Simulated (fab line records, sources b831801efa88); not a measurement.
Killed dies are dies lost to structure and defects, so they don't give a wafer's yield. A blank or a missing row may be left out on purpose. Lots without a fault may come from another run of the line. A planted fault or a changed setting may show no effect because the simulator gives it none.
A struck lot beside a sound one | flow sfq_line | 14 steps out of a route of 325
Sound: wafers L810.2, L810.3, L810.4. Struck: wafers L827.2, L827.3, L827.5. The cause comes at the end.
At each step with rows: each side's tool, then ch and its chambers, then its first start. Under that, the readings that differ: sound wafers | struck wafers | difference of the means | sigmas: that difference in standard deviations of wafers without a fault.
alike: readings whose means differ by less than 2 such deviations, and words and numbers that are the same on both sides. not compared: withheld readings, readings that some wafer has no value for, bounds like >300 that may hide the same value, and numbers for which the record gives no deviation and whose values overlap.
The two part at a step that has a row with sigmas, a row that says differs or no value, or rows on one side only. Numbers that don't overlap but have no deviation are shown without sigmas and don't part them. A reading that every wafer of one side lacks parts them only if that side has two wafers or more.

first, 6 steps without rows for these wafers: SFQ_TRILAYER_M7_LITHO_COAT_182 (resist thk 62 nm); SFQ_TRILAYER_M7_LITHO_COAT_177 (resist thk 600 nm); SFQ_TRILAYER_M7_LITHO_SOFTBAKE_181; SFQ_TRILAYER_M7_LITHO_EXPOSE_178 (exposes mask M7, target cd 500 nm); SFQ_TRILAYER_M7_LITHO_PEB_180 (peb time 60 s); SFQ_TRILAYER_M7_LITHO_DEVELOP_179 (time 60 s).
SFQ_M7_OVL_MEAS_945:
  sound on overlay-01, day 75 09:16; struck on overlay-02, day 83 11:31
  alike: M7_OVL
SFQ_TRILAYER_M7_BARC_OPEN_METAL_ETCH_229: etches BARC in O2, target depth 125 nm, time 41.7 s.
  sound on rie_metal-02 ch 1, day 75 09:19; struck on rie_metal-02 ch 0,1, day 83 11:32
  alike: drypump_motor_current_A, oes_product_au
  not compared: rf_hours_counter_h
SFQ_TRILAYER_M7_ETCH_METAL_ETCH_180: etches Nb in Cl2/Ar, stops on SiO2, target depth 240 nm, time 120 s.
  sound on rie_metal-02 ch 1, day 75 09:28; struck on rie_metal-02 ch 0,1, day 83 11:36
  alike: drypump_motor_current_A, oes_product_au
  not compared: rf_hours_counter_h
SFQ_TRILAYER_M7_STRIP_STRIP_181: strips in O2.
  sound on rie_metal-02 ch 1, day 75 09:52; struck on rie_metal-02 ch 0,1, day 83 11:44
  alike: drypump_motor_current_A, oes_product_au
  not compared: rf_hours_counter_h
then, 1 step without rows for these wafers: SFQ_TRILAYER_M7_STRIP_SOLV_CLEAN_182 (cleans in NMP, time 600 s).
SFQ_TRILAYER_I7_DEP_PECVD_183: deposits SiO2 from SiH4/N2O, time 111.11 s, target thk 500 nm.
  sound on pecvd-04 ch 1,2, day 75 11:03; struck on pecvd-04 ch 0,1,2, day 83 12:30
  alike: heater_power_outer_w, heater_power_w, throttle_valve_pct
SFQ_TRILAYER_I7_CMP_CMP_184: polishes SiO2.
  sound on cmp-02 ch 0,1,2, day 75 11:07; struck on cmp-02 ch 0,2, day 83 13:05
  reading                 | sound             | struck            | difference | sigmas
  head_pressure_psi (psi) | 3.000 3.012 2.999 | 2.703 2.692 2.695 | -0.307     | -49
  time_to_endpoint_s (s)  | 219 214 226       | 235 248 240       | +21        | +3
  alike: motor_current_A
SFQ_I7_BOW_MEAS_946:
  sound on film_metro-02, day 75 14:08; struck on film_metro-03, day 83 15:36
  alike: I7_BOW

WHERE THEY PART
Only at SFQ_TRILAYER_I7_CMP_CMP_184, within this record. Later steps at which nothing parts them and some readings are alike: SFQ_I7_BOW_MEAS_946.

WHY: what the simulator had put in
Process parameter drift: cmp-02, from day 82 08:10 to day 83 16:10, at SFQ_TRILAYER_I7_CMP_CMP_184. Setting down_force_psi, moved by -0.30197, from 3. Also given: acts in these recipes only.
